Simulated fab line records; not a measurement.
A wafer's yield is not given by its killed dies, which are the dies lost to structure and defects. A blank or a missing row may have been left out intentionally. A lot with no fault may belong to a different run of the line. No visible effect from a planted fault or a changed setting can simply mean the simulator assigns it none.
Which tool is to blame? / flow sky130 / 11 lots with 33 wafers sampled at 3 steps, on a route of 708 steps

== WHAT EACH GAUGE READ, for each wafer ==
SKY_METAL1_RS_MEAS_05: a four-point-probe measurement.
lot=L181; measured=day 33 08:25; on=filmMetro-04; METAL1_ALCU_RS (ohm/sq)=0.1235 0.1248 0.1260
lot=L185; measured=day 34 06:05; on=filmMetro-04; METAL1_ALCU_RS (ohm/sq)=0.1225 0.1247 0.1230
lot=L186; measured=day 34 18:25; on=filmMetro-02; METAL1_ALCU_RS (ohm/sq)=0.1279 0.1271 0.1276
lot=L187; measured=day 35 00:07; on=filmMetro-02; METAL1_ALCU_RS (ohm/sq)=0.1281 0.1253 0.1233
lot=L188; measured=day 35 05:38; on=filmMetro-02; METAL1_ALCU_RS (ohm/sq)=0.1269 0.1253 0.1239
lot=L189; measured=day 35 10:37; on=filmMetro-02; METAL1_ALCU_RS (ohm/sq)=0.1286 0.1280 0.1258
lot=L190; measured=day 35 13:01; on=filmMetro-04; METAL1_ALCU_RS (ohm/sq)=0.1261 0.1279 0.1270
lot=L195; measured=day 37 02:11; on=filmMetro-02; METAL1_ALCU_RS (ohm/sq)=0.1271 0.1265 0.1275
lot=L198; measured=day 38 00:31; on=filmMetro-03; METAL1_ALCU_RS (ohm/sq)=0.1278 0.1293 0.1276
lot=L200; measured=day 38 19:53; on=filmMetro-03; METAL1_ALCU_RS (ohm/sq)=0.1278 0.1247 0.1267
lot=L201; measured=day 38 22:36; on=filmMetro-04; METAL1_ALCU_RS (ohm/sq)=0.1252 0.1273 0.1250

== WHAT TOOL EACH LOT RAN ON (gives the tool, then ch and the chambers of the sampled wafers, and finally the start) ==
lot=L181; SKY_CONTACT_ETCH_18=rieDiel-04 ch 0,3, day 33 06:00; SKY_CONTACT_STRIP_19=plasmaAsher-03 ch 0,1, day 33 06:55
lot=L185; SKY_CONTACT_ETCH_18=rieDiel-01 ch 0,2,3, day 34 04:00; SKY_CONTACT_STRIP_19=plasmaAsher-02 ch 0,1, day 34 04:42
lot=L186; SKY_CONTACT_ETCH_18=rieDiel-01 ch 0,3, day 34 16:00; SKY_CONTACT_STRIP_19=plasmaAsher-01 ch 0,1, day 34 17:01
lot=L187; SKY_CONTACT_ETCH_18=rieDiel-01 ch 0,3, day 34 22:00; SKY_CONTACT_STRIP_19=plasmaAsher-03 ch 0,1, day 34 22:34
lot=L188; SKY_CONTACT_ETCH_18=rieDiel-01 ch 0,1,3, day 35 04:00; SKY_CONTACT_STRIP_19=plasmaAsher-02 ch 0,1, day 35 04:07
lot=L189; SKY_CONTACT_ETCH_18=rieDiel-01 ch 0,1,2, day 35 09:00; SKY_CONTACT_STRIP_19=plasmaAsher-02 ch 0,1, day 35 09:07
lot=L190; SKY_CONTACT_ETCH_18=rieDiel-03 ch 0,1,3, day 35 11:00; SKY_CONTACT_STRIP_19=plasmaAsher-03 ch 0,1, day 35 11:19
lot=L195; SKY_CONTACT_ETCH_18=rieDiel-03 ch 1,2,3, day 37 00:00; SKY_CONTACT_STRIP_19=plasmaAsher-02 ch 0,1, day 37 00:28
lot=L198; SKY_CONTACT_ETCH_18=rieDiel-03 ch 1,2, day 37 23:00; SKY_CONTACT_STRIP_19=plasmaAsher-01 ch 0,1, day 37 23:06
lot=L200; SKY_CONTACT_ETCH_18=rieDiel-04 ch 0,1,3, day 38 18:00; SKY_CONTACT_STRIP_19=plasmaAsher-02 ch 0,1, day 38 18:29
lot=L201; SKY_CONTACT_ETCH_18=rieDiel-01 ch 0,2, day 38 21:00; SKY_CONTACT_STRIP_19=plasmaAsher-02 ch 0,1, day 38 21:13
- SKY_CONTACT_ETCH_18: etches Si3N4 in CHF3/O2, stops on TiN, time 39 s, target depth 75 nm.
- SKY_CONTACT_STRIP_19: strips in O2/N2.

== THE ANSWER, worked out from the rows above alone ==
Rule: the usual values come from the lots themselves. The widest of any qualifying gaps counts: lots, ordered by their means at a reading, are off when they make up no more than a third of the lots, leave a main group of 4 or more, and stand apart from it by 3 or more times the standard deviation of that group's means. A main group whose means are all the same, to the digits that the tables above print for the reading, isn't used. Also off: a lot with no number at a reading for which 4 or more lots have one. Where the step has rows for the other lots, those lots are counted as sound.
Nothing can be told from this: no lot is off at any reading shown.

== WHAT THE SIMULATOR HAD INSERTED ==
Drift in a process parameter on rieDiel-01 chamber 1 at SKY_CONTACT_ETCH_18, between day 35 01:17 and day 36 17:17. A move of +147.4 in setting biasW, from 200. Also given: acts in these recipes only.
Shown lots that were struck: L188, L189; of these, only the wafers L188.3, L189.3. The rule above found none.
